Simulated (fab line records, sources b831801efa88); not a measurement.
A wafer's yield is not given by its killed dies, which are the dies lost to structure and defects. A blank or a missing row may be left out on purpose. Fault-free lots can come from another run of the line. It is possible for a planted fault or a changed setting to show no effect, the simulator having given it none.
The tool behind it: which one? ; flow sky130 ; Sampling: 12 lots, 36 wafers, 3 of 708 route steps

## WHAT EACH GAUGE READ, for each wafer
SKY_LDD_LDN_TW_MEAS_13. Usual: LDD_LDN_TW 1479, standard deviation 22.
lot;measured;on;LDD_LDN_TW;flag
L249;day 24 06:50;film-metro-03;1462 1474 1464;
L250;day 24 15:12;film-metro-03;1464 1460 1465;
L252;day 25 08:34;film-metro-03;1464 1461 1462;
L254;day 26 01:17;film-metro-03;1454 1462 1465;
L259;day 27 14:05;film-metro-03;1456 1462 1460;
L263;day 28 22:55;film-metro-03;1463 1458 1455;
L264;day 29 10:08;film-metro-02;1484 1484 1485;
L265;day 29 12:35;film-metro-03;1457 1463 1460;
L266;day 29 22:22;film-metro-02;1485 1484 1491;
L267;day 30 10:53;film-metro-03;1458 1457 1458;
L268;day 30 14:17;film-metro-04;1510 1517 1510;
L269;day 30 16:22;film-metro-02;1499 1493 1491;

## TOOL THAT RAN EACH LOT (tool first, then ch and the chambers of the sampled wafers, then the start)
lot;SKY_VT_ADJUST_NCORE_STRIP_10;SKY_POLY_GATE_ETCH_15
L249;plasma-asher-01 ch 0,1, day 9 15:33;rie-diel-01 ch 0,2,3, day 17 18:04
L250;plasma-asher-01 ch 0,1, day 9 23:43;rie-diel-01 ch 0,1,2, day 18 01:10
L252;plasma-asher-01 ch 0,1, day 10 14:55;rie-diel-04 ch 0,1,3, day 18 18:45
L254;plasma-asher-02 ch 0,1, day 11 02:47;rie-diel-01 ch 0,1, day 19 12:49
L259;plasma-asher-01 ch 0,1, day 12 11:09;rie-diel-04 ch 1,3, day 21 04:07
L263;plasma-asher-01 ch 0,1, day 13 12:55;rie-diel-01 ch 0,1,3, day 22 14:43
L264;plasma-asher-01 ch 0,1, day 13 23:41;rie-diel-01 ch 0,1, day 23 02:31
L265;plasma-asher-04 ch 0,1, day 14 00:17;rie-diel-04 ch 0,1, day 23 05:27
L266;plasma-asher-02 ch 0,1, day 14 11:19;rie-diel-01 ch 0,1,2, day 23 14:31
L267;plasma-asher-02 ch 0,1, day 14 20:06;rie-diel-04 ch 2,3, day 24 05:57
L268;plasma-asher-01 ch 0,1, day 15 00:37;rie-diel-04 ch 0,1,3, day 24 09:33
L269;plasma-asher-02 ch 0,1, day 15 04:52;rie-diel-03 ch 1,2,3, day 24 11:18
- SKY_VT_ADJUST_NCORE_STRIP_10: strips in O2/N2.
- SKY_POLY_GATE_ETCH_15: etches BARC in N2/H2, stops on SiO2, time 118.5 s, target depth 110 nm.

## AS READ BY THE TOOLS THEMSELVES (means over the sampled wafers that have a number; for cases with no such wafer, the mark the record gives instead)
SKY_VT_ADJUST_NCORE_STRIP_10. Usual: drypump-motor-current-A 5.7 A, standard deviation 0.4; n2-flow-sccm 300.0 sccm, standard deviation 0.91; oes-product-au 0.716 a.u., standard deviation 0.0045; strip-time-to-endpoint-s 14.19 s, standard deviation 0.043.
lot;tool;drypump-motor-current-A (A);n2-flow-sccm (sccm);oes-product-au (a.u.);strip-time-to-endpoint-s (s);flag
L249;plasma-asher-01;5.4;299.8;0.715;14.24;
L250;plasma-asher-01;5.4;299.9;0.720;14.15;
L252;plasma-asher-01;5.5;299.9;0.714;14.21;
L254;plasma-asher-02;6.0;300.3;0.716;14.12;
L259;plasma-asher-01;5.4;299.8;0.720;14.22;
L263;plasma-asher-01;5.3;299.2;0.711;14.21;
L264;plasma-asher-01;5.4;299.7;0.718;14.26;
L265;plasma-asher-04;5.9;299.7;0.713;14.19;
L266;plasma-asher-02;6.0;299.9;0.714;14.15;
L267;plasma-asher-02;6.0;299.5;0.717;14.26;
L268;plasma-asher-01;5.5;299.6;0.716;14.18;
L269;plasma-asher-02;5.8;298.9;0.717;14.15;

SKY_POLY_GATE_ETCH_15. Usual: drypump-motor-current-A 5.5 A, standard deviation 0.33; n2-flow-sccm 100.0 sccm, standard deviation 0.33; oes-product-au 0.716 a.u., standard deviation 0.0041; throttle-valve-pct 13.214 %, standard deviation 0.0077.
lot;tool;drypump-motor-current-A (A);n2-flow-sccm (sccm);oes-product-au (a.u.);throttle-valve-pct (%);flag
L249;rie-diel-01;5.8;100.0;0.719;13.217;
L250;rie-diel-01;5.9;99.7;0.711;13.218;
L252;rie-diel-04;5.3;99.8;0.717;13.216;
L254;rie-diel-01;5.7;100.1;0.717;13.221;
L259;rie-diel-04;5.3;100.2;0.714;13.210;
L263;rie-diel-01;5.6;100.0;0.714;13.217;
L264;rie-diel-01;5.7;99.8;0.715;13.213;
L265;rie-diel-04;5.2;100.1;0.713;13.212;
L266;rie-diel-01;5.8;99.8;0.716;13.223;
L267;rie-diel-04;5.7;99.5;0.716;13.216;
L268;rie-diel-04;5.3;100.3;0.716;13.215;
L269;rie-diel-03;5.5;99.9;0.712;13.210;

## THE ANSWER, worked out from the rows above alone
Rule: a lot is off if the mean of its wafers that have a number lies more than 3 standard deviations from the usual mean. A lot without any number at a reading at which 4 lots or more have one is off too. Where the step has rows for the other lots, those lots are counted as sound. First the gauges in route order, then the tools' own readings, where a lot's mean is used as printed above. At the first step where some lot is off, the reading lying furthest off is the one used; lots without a number count as furthest.
Across all readings shown, no lot is off: no conclusion can be drawn from this.

## WHAT WAS PUT IN BY THE SIMULATOR
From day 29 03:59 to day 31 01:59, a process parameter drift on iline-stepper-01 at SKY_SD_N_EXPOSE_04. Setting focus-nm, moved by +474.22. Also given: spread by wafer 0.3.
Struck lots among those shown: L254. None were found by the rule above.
